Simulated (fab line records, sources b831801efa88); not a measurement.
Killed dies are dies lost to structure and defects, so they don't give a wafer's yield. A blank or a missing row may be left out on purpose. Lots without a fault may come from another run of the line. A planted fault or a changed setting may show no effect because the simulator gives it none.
Chamber matching | flow gf180mcu | GF_STI_ETCH_14 on rie_si-02: 4 sister chambers
The step etches Si in HBr/Cl2/O2, target depth 360 nm, time 102.9 s. 4 wafers are shown with their chamber, then 7 later ones without.

WAFERS WITH THEIR CHAMBER
wafer  | chamber | oes_product_au (a.u.)
L138.2 | 0       | 0.998
L138.3 | 3       | 0.981
L148.2 | 1       | 0.989
L148.3 | 2       | 1.005

WAFERS WITHOUT THEIR CHAMBER
wafer  | oes_product_au (a.u.)
L148.6 | 1.005
L153.1 | 0.985
L153.2 | 0.989
L153.6 | 1.002
L155.2 | 0.989
L155.3 | 0.982
L155.5 | 0.992

WHICH CHAMBER EACH WENT THROUGH
wafer  | from the rows above     | in truth
L148.6 | 2                       | 2
L153.1 | can't be placed: 1 or 3 | 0
L153.2 | 1                       | 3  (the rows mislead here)
L153.6 | can't be placed: 2 or 0 | 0
L155.2 | 1                       | 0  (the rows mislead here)
L155.3 | 3                       | 3
L155.5 | can't be placed: 1 or 0 | 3
Placed correctly: 2 of 7. Can't be placed from these rows: 3 (the true chamber is among the candidates in 1). Placed wrongly: 2.
How it was worked out, from the rows above alone: a wafer's distance from a chamber is the root of the sum, over the readings, of the square of ((its reading less the chamber's mean) divided by the reading's scatter). The wafer belongs to the nearest chamber; if the next one is less than 2 further off, it can't be placed. A chamber's mean is the mean of its shown wafers. The scatter: with one shown wafer a chamber, the root of the mean of the squares of how far each hidden wafer lies from its nearest shown one.
